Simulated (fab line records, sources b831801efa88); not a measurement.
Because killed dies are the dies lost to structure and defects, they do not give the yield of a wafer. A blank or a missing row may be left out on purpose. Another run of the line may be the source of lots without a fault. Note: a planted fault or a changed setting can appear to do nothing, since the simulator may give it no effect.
fab line records + flow sfq-line
[record]
- lots = 15
- wafers = 43
- last-day = 86
route steps=325 shown I1@74
lots untouched by any fault: they come from a run of this same line in which no faults occurred
start-h: hours from the record's opening day to when the first of the lot's shown wafers began + wait-h: time in hours since the lot's previous step + " as in the row above + L1.1+2: several wafers, shown together as one row + - either no value or no given start + * or withheld: withheld + < > ~ a bound
route shown NAME@n: a module of which the file shows steps, and the number in the route of the first + usual: mean/standard deviation taken from wafers without a fault + same: alike in all rows + chamber/n: place in a boat + sites: each site's reading + _std_site: how widely they spread, as a standard deviation + _edge_site: outer sites' mean less inner sites' + radius-mm: for every site, how far away it sits from the centre of the wafer + mask NAME#n: copy n + behind: tool/chamber where the wafer was last shaped + hold: reason for holding the lot/hours on hold/outcome of the hold + device: transistor that didn't switch, given as n, p or np + end of line: the same wafers' tests at the end of the route + for a step that has no rows: nothing shown but its recipe + killed: the dies lost at the first sort to structure and to defects; this is not the yield of the wafer + map: the dies of a wafer, with x for killed, . for not killed, _ for no die there
set.NAME: the setting that was run; set.NAME@STEP: the one run at that earlier step + model.NAME: the simulator's own value behind a step, which no gauge read
a sample of lots followed through the steps of the route, with each step as a table and each wafer as a row
services: when a tool's chamber went out of use (start-h, in hours from the record's first day, below 0 if earlier), for how many hours, and the reason
[[steps]]
[step SFQ_TRILAYER_I1_CMP_CMP_046]
[recipe]
- material = SiO2
- down-force-psi = 3
- platen-rpm = 60
- pad-velocity-m-s = 0.94248
[usual]
- motor-current-A = 10.0/0.61
- time-to-endpoint-s = 212/7.8
| lot.wafer | tool   | chamber | start-h | wait-h | motor-current-A | time-to-endpoint-s |
|-----------|--------|---------|---------|--------|-----------------|--------------------|
| L950.3    | cmp-02 | 2       | 499.37  | 0.0    | 11.0            | 221                |
| L950.1    | "      | 0       | 500.37  | 1.0    | 9.6             | 211                |
| L950.2    | "      | 1       | "       | "      | 10.2            | 205                |
| L952.2    | cmp-02 | 2       | 545.34  | 0.0    | 11.1            | 216                |
| L952.1    | "      | 3       | "       | "      | 9.3             | 208                |
| L952.4    | "      | 0       | "       | "      | 9.5             | 207                |
| L953.1    | cmp-02 | 3       | 565.54  | 1.0    | 9.6             | 216                |
| L953.3    | "      | 0       | "       | "      | 9.7             | 212                |
| L953.6    | "      | 2       | 567.04  | 2.5    | 10.6            | 227                |
| L954.1    | cmp-01 | 2       | 576.00  | 0.7    | 10.1            | 212                |
| L954.2    | "      | 1       | 577.50  | 2.2    | 9.7             | 213                |
| L954.5    | "      | 3       | 578.50  | 3.2    | 9.6             | 198                |
| L955.1    | cmp-01 | 3       | 587.34  | 0.0    | 9.7             | 208                |
| L955.3    | "      | 0       | "       | "      | 10.9            | 217                |
| L955.4    | "      | 1       | "       | "      | 9.1             | 235                |
| L956.3    | cmp-01 | 1       | 605.76  | 0.5    | 9.7             | 204                |
| L956.1    | "      | 3       | 606.76  | 1.5    | 9.4             | 194                |
| L956.5    | "      | 1       | 607.76  | 2.5    | 9.7             | 215                |
| L957.1    | cmp-02 | 0       | 612.96  | 4.1    | 9.4             | 215                |
| L957.4    | "      | 1       | "       | "      | 9.9             | 207                |
| L957.6    | "      | 3       | 614.46  | 5.6    | 9.9             | 219                |
| L960.3    | cmp-02 | 3       | 641.75  | 6.3    | 9.6             | 278                |
| L960.6    | "      | 0       | 644.25  | 8.8    | 9.6             | 281                |
| L961.4    | cmp-02 | 2       | 648.25  | 4.7    | 10.5            | 220                |
| L961.3    | "      | 0       | 649.25  | 5.7    | 9.4             | 266                |
| L962.4    | cmp-02 | 1       | 650.96  | 0.0    | 9.5             | 214                |
| L962.3    | "      | 2       | "       | "      | 11.1            | 275                |
| L962.2    | "      | 0       | 652.46  | 1.5    | 9.2             | 207                |
| L969.4    | cmp-01 | 2       | 743.64  | 0.5    | 10.5            | 223                |
| L969.3    | "      | 1       | 745.14  | 2.0    | 9.6             | 222                |
| L969.6    | "      | 3       | 746.14  | 3.0    | 9.6             | 202                |
| L970.1    | cmp-02 | 0       | 777.12  | 15.8   | 9.4             | 208                |
| L970.2    | "      | 2       | 778.12  | 16.8   | 11.0            | 213                |
| L970.5    | "      | 1       | 779.62  | 18.2   | 10.0            | 210                |
| L971.3    | cmp-02 | 0       | 783.62  | 14.3   | 9.1             | 210                |
| L971.2    | "      | 1       | "       | "      | 9.8             | 202                |
| L971.1    | "      | 2       | "       | "      | 10.8            | 217                |
| L972.2    | cmp-01 | 1       | 791.07  | 16.5   | 10.3            | 217                |
| L972.4    | "      | 3       | 792.07  | 17.5   | 9.3             | 201                |
| L972.5    | "      | 1       | 793.07  | 18.5   | 9.7             | 223                |
| L973.3    | cmp-02 | 3       | 798.12  | 16.2   | 9.4             | 210                |
| L973.2    | "      | 2       | 799.62  | 17.7   | 10.5            | 209                |
| L973.6    | "      | 0       | 800.62  | 18.7   | 9.2             | 207                |
[step SFQ_TRILAYER_I1_METRO_MEASURE_047]
[usual]
- thk-nm = 199.9/1.2
| lot.wafer | tool          | chamber | start-h | wait-h | thk-nm |
|-----------|---------------|---------|---------|--------|--------|
| L950.1    | film-metro-04 | -       | 502.49  | 0.1    | 199.8  |
| L950.2    | "             | -       | "       | "      | 199.4  |
| L950.3    | "             | -       | "       | "      | 201.7  |
| L952.1    | film-metro-03 | -       | 548.46  | 0.1    | 198.9  |
| L952.2    | "             | -       | "       | "      | 198.9  |
| L952.4    | "             | -       | "       | "      | 198.9  |
| L953.1    | film-metro-03 | -       | 567.66  | 0.1    | 200.3  |
| L953.3    | "             | -       | "       | "      | 200.1  |
| L953.6    | "             | -       | "       | "      | 201.4  |
| L954.1    | film-metro-04 | -       | 579.12  | 0.1    | 200.3  |
| L954.2    | "             | -       | "       | "      | 201.0  |
| L954.5    | "             | -       | "       | "      | 198.5  |
| L955.1    | film-metro-01 | -       | 590.46  | 0.1    | 200.7  |
| L955.3    | "             | -       | "       | "      | 200.7  |
| L955.4    | "             | -       | "       | "      | 203.2  |
| L956.1    | film-metro-03 | -       | 608.38  | 0.1    | 199.3  |
| L956.3    | "             | -       | "       | "      | 201.6  |
| L956.5    | "             | -       | "       | "      | 202.8  |
| L957.1    | film-metro-04 | -       | 615.58  | 0.1    | 200.4  |
| L957.4    | "             | -       | "       | "      | 199.2  |
| L957.6    | "             | -       | "       | "      | 199.3  |
| L960.3    | film-metro-04 | -       | 645.27  | 0.5    | 303.4  |
| L960.6    | "             | -       | "       | "      | 304.3  |
| L961.3    | film-metro-04 | -       | 651.27  | 0.5    | 298.0  |
| L961.4    | "             | -       | "       | "      | 199.8  |
| L962.2    | film-metro-04 | -       | 654.28  | 0.3    | 199.2  |
| L962.3    | "             | -       | "       | "      | 303.7  |
| L962.4    | "             | -       | "       | "      | 199.7  |
| L969.3    | film-metro-01 | -       | 747.16  | 0.5    | 202.5  |
| L969.4    | "             | -       | "       | "      | 200.5  |
| L969.6    | "             | -       | "       | "      | 199.3  |
| L970.1    | film-metro-01 | -       | 780.24  | 0.1    | 199.1  |
| L970.2    | "             | -       | "       | "      | 199.1  |
| L970.5    | "             | -       | "       | "      | 197.8  |
| L971.1    | film-metro-01 | -       | 786.24  | 0.1    | 200.9  |
| L971.2    | "             | -       | "       | "      | 200.8  |
| L971.3    | "             | -       | "       | "      | 198.4  |
| L972.2    | film-metro-04 | -       | 793.89  | 0.3    | 202.8  |
| L972.4    | "             | -       | "       | "      | 200.3  |
| L972.5    | "             | -       | "       | "      | 202.5  |
| L973.2    | film-metro-01 | -       | 801.44  | 0.3    | 200.2  |
| L973.3    | "             | -       | "       | "      | 198.4  |
| L973.6    | "             | -       | "       | "      | 199.7  |
[step SFQ_TRILAYER_I1_VIA_ETCH_VIA_ETCH_052]
[recipe]
- target = SiO2
- stop-on = Nb
- mask-material = PR
- taper-deg = 20
- chemistry = CHF3
- target-depth-nm = 260
- source-w = 500
- bias-w = 80
- pressure-mtorr = 30
- time-s = withheld
[usual]
- chamber-pressure-mTorr = 30.000/0.027
- drypump-motor-current-A = 5.56/0.24
- oes-product-au = 0.854/0.0052
| lot.wafer | tool        | chamber | start-h | wait-h | chamber-pressure-mTorr | drypump-motor-current-A | oes-product-au |
|-----------|-------------|---------|---------|--------|------------------------|-------------------------|----------------|
| L950.1    | rie-diel-02 | 0       | 644.10  | 0.0    | 29.961                 | 5.47                    | 0.848          |
| L950.2    | "           | 3       | "       | "      | 30.010                 | 5.81                    | 0.862          |
| L950.3    | "           | 1       | "       | "      | 29.988                 | 5.76                    | 0.854          |
| L952.1    | rie-diel-02 | 0       | 646.50  | 0.0    | 30.009                 | 5.49                    | 0.847          |
| L952.2    | "           | 2       | "       | "      | 29.991                 | 5.57                    | 0.853          |
| L952.4    | "           | 3       | "       | "      | 29.958                 | 5.76                    | 0.853          |
| L953.1    | rie-diel-04 | 0       | 647.70  | 0.0    | 29.979                 | 5.84                    | 0.853          |
| L953.3    | "           | 2       | "       | "      | 29.987                 | 5.23                    | 0.857          |
| L953.6    | "           | 0       | "       | "      | 30.019                 | 5.83                    | 0.852          |
| L954.1    | rie-diel-02 | 0       | 648.90  | 0.0    | 29.978                 | 5.47                    | 0.857          |
| L954.2    | "           | 2       | "       | "      | 29.946                 | 5.55                    | 0.864          |
| L954.5    | "           | 3       | "       | "      | 30.022                 | 5.79                    | 0.850          |
| L955.1    | rie-diel-04 | 3       | 650.10  | 0.0    | 30.020                 | 5.40                    | 0.857          |
| L955.3    | "           | 2       | "       | "      | 30.005                 | 5.24                    | 0.852          |
| L955.4    | "           | 0       | "       | "      | 29.969                 | 5.83                    | 0.860          |
| L956.1    | rie-diel-01 | 2       | 651.30  | 0.0    | 30.037                 | 5.42                    | 0.859          |
| L956.3    | "           | 1       | "       | "      | 29.984                 | 5.57                    | 0.856          |
| L956.5    | "           | 3       | "       | "      | 29.961                 | 5.68                    | 0.862          |
| L957.1    | rie-diel-02 | 1       | 652.50  | 0.0    | 30.021                 | 5.76                    | 0.848          |
| L957.4    | "           | 3       | "       | "      | 30.017                 | 5.78                    | 0.850          |
| L957.6    | "           | 2       | "       | "      | 30.016                 | 5.58                    | 0.849          |
| L960.3    | rie-diel-04 | 1       | 787.98  | 0.0    | 29.977                 | 5.94                    | 0.985          |
| L960.6    | "           | 3       | "       | "      | 30.007                 | 5.37                    | 1.005          |
| L961.3    | rie-diel-02 | 2       | 800.11  | 0.0    | 30.032                 | 5.56                    | 1.024          |
| L961.4    | "           | 3       | "       | "      | 29.985                 | 5.77                    | 0.850          |
| L962.2    | rie-diel-04 | 2       | 808.51  | 0.0    | 29.988                 | 5.20                    | 0.855          |
| L962.3    | "           | 1       | "       | "      | 29.986                 | 5.97                    | 0.990          |
| L962.4    | "           | 0       | "       | "      | 30.005                 | 5.82                    | 0.855          |
| L969.3    | rie-diel-01 | 1       | 883.43  | 0.0    | 30.014                 | 5.56                    | 0.853          |
| L969.4    | "           | 2       | "       | "      | 29.986                 | 5.40                    | 0.854          |
| L969.6    | "           | 1       | "       | "      | 30.001                 | 5.56                    | 0.855          |
| L970.1    | rie-diel-01 | 1       | 912.43  | 0.0    | 30.007                 | 5.56                    | 0.858          |
| L970.2    | "           | 2       | "       | "      | 29.970                 | 5.40                    | 0.852          |
| L970.5    | "           | 0       | "       | "      | 30.020                 | 5.09                    | 0.841          |
| L971.1    | rie-diel-04 | 3       | 917.23  | 0.0    | 30.006                 | 5.36                    | 0.861          |
| L971.2    | "           | 1       | "       | "      | 30.007                 | 5.97                    | 0.861          |
| L971.3    | "           | 0       | "       | "      | 29.991                 | 5.83                    | 0.850          |
| L972.2    | rie-diel-04 | 2       | 928.03  | 0.0    | 30.001                 | 5.26                    | 0.860          |
| L972.4    | "           | 3       | "       | "      | 29.992                 | 5.39                    | 0.858          |
| L972.5    | "           | 2       | "       | "      | 29.945                 | 5.24                    | 0.860          |
| L973.2    | rie-diel-02 | 0       | 937.63  | 0.0    | 29.980                 | 5.50                    | 0.856          |
| L973.3    | "           | 2       | "       | "      | 30.057                 | 5.59                    | 0.855          |
| L973.6    | "           | 3       | "       | "      | 30.055                 | 5.77                    | 0.862          |
[[services]]
| tool          | chamber | start-h | hours | kind   |
|---------------|---------|---------|-------|--------|
| rie-diel-04   | 3       | 498.77  | 2.7   | repair |
| rie-diel-02   | 2       | 511.69  | 12.7  | repair |
| cmp-02        | -       | 516.14  | 2.0   | repair |
| rie-diel-02   | -       | 546.72  | 2.8   | pm     |
| rie-diel-04   | 3       | 550.17  | 23.3  | repair |
| rie-diel-02   | 3       | 552.27  | 40.7  | repair |
| rie-diel-04   | 2       | 559.30  | 8.7   | repair |
| rie-diel-04   | 0       | 559.67  | 9.6   | repair |
| film-metro-04 | -       | 595.67  | 0.6   | pm     |
| film-metro-04 | -       | 607.53  | 0.7   | pm     |
| cmp-02        | -       | 626.38  | 3.4   | repair |
| film-metro-04 | -       | 657.49  | 1.6   | pm     |
| cmp-02        | -       | 705.73  | 2.8   | repair |
| cmp-02        | -       | 705.89  | 2.3   | repair |
| cmp-02        | -       | 716.01  | 4.8   | pm     |
| cmp-02        | -       | 739.64  | 0.4   | repair |
| cmp-02        | -       | 752.12  | 4.0   | pm     |
| cmp-02        | -       | 831.10  | 1.3   | repair |
| cmp-02        | -       | 832.39  | 5.8   | pm     |
| film-metro-04 | -       | 840.67  | 1.1   | pm     |
| film-metro-04 | -       | 852.53  | 0.4   | pm     |
| cmp-02        | -       | 881.55  | 4.2   | repair |
| cmp-02        | -       | 895.39  | 21.6  | repair |
| film-metro-04 | -       | 902.49  | 0.2   | pm     |
[[key]]
[first-sign]
- step = SFQ_TRILAYER_I1_CMP_CMP_046
- reading = time-to-endpoint-s
- direction = up
- sigmas = 8.1
- usual = *
- struck = *
[effect]
- step = SFQ_TRILAYER_I1_METRO_MEASURE_047
- reading = thk-nm
- direction = up
- sigmas = 86
- usual = 199.9
- struck = 302.3
[effect]
- step = SFQ_TRILAYER_I1_VIA_ETCH_VIA_ETCH_052
- reading = oes-product-au
- direction = up
- sigmas = 28
- usual = 0.854
- struck = 1.001
met-at SFQ_TRILAYER_I1_CMP_CMP_046
struck-lots L960,L961,L962
struck-wafers L960.3,L960.6,L961.3,L962.3
onset-between 612.96 641.75
[fault]
- kind = process-parameter-drift
- tool = cmp-02
- chamber = -
- onset-h = 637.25
- steps = SFQ_TRILAYER_I1_CMP_CMP_046
- channel = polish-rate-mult
- offset = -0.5
- shape = step
- end-h = 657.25
- scope = struck-wafers-only
